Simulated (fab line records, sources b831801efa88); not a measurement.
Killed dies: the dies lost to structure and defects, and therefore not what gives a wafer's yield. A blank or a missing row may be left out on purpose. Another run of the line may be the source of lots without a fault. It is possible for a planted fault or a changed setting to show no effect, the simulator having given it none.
Which tool did it? -- flow sky130 -- 6 lots, 17 wafers sampled, at 4 steps of a route of 708

== WHAT EACH GAUGE READ, for each wafer ==
SKY_METAL4_CD_MEAS_13 targets a cd of 300 nm.
lot,measured,on,cd nm (nm)
L861,day 43 05:19,cd sem-02,300.0 301.1 299.2
L866,day 44 11:26,cd sem-02,284.9 300.6
L868,day 44 19:44,cd sem-01,281.9 281.6 298.6
L872,day 46 07:29,cd sem-01,296.9 297.4 298.0
L879,day 47 16:44,cd sem-02,297.7 299.6 299.6
L881,day 48 04:11,cd sem-01,299.9 300.3 301.2

== EACH LOT AND THE TOOL THAT RAN IT (in order: tool; ch and the chambers of the sampled wafers; start) ==
lot,SKY_METAL3_SPUTTER_04,SKY_METAL3_STRIP_19,SKY_METAL4_EXPOSE_10
L861,"pvd sputter-01, day 37 23:11","plasma asher-02 ch 0,1, day 40 03:10","krf scanner-02 ch 0, day 42 18:49"
L866,"pvd sputter-01, day 39 14:38","plasma asher-02 ch 0,1, day 41 18:03","krf scanner-02 ch 0, day 44 02:21"
L868,"pvd sputter-03, day 40 00:16","plasma asher-03 ch 0,1, day 42 02:14","krf scanner-02 ch 0, day 44 08:20"
L872,"pvd sputter-04, day 41 13:55","plasma asher-03 ch 0,1, day 43 10:56","krf scanner-01 ch 0, day 45 20:41"
L879,"pvd sputter-01, day 43 01:08","plasma asher-02 ch 0,1, day 44 20:16","krf scanner-02 ch 0, day 47 06:26"
L881,"pvd sputter-04, day 43 14:22","plasma asher-04 ch 0,1, day 45 10:10","krf scanner-02 ch 0, day 47 19:07"
- SKY_METAL3_SPUTTER_04: material TiN, target thk 70 nm, time 58.3 s.
- SKY_METAL3_STRIP_19: strips in O2/N2.
- SKY_METAL4_EXPOSE_10: exposes mask MM4, target cd 300 nm.

== THE ANSWER, worked out from the rows above alone ==
Rule: usual is defined by the lots themselves. Put in order of their means at a reading, lots are off if they are a third of the lots or fewer, leave a main group of 4 or more, and stand apart from it by a gap of 3 or more times the standard deviation of the main group's means; of several such gaps the widest counts. A main group whose means are all the same, to the digits that the tables above print for the reading, isn't used. Also off: a lot with no number at a reading for which 4 or more lots have one. All remaining lots with rows at the step are treated as sound.
Off: L866, L868, at SKY_METAL4_CD_MEAS_13 (cd nm). The main group has a mean of 299.2 nm with a standard deviation of 1.2.
If a tool, at a process step before that reading, ran all the lots that are off and no sound lot after the first of them, it fits. Those tools and the gauges at SKY_METAL4_CD_MEAS_13 are tried in the same way. None of those tried fits.

== WHAT THE SIMULATOR PUT IN ==
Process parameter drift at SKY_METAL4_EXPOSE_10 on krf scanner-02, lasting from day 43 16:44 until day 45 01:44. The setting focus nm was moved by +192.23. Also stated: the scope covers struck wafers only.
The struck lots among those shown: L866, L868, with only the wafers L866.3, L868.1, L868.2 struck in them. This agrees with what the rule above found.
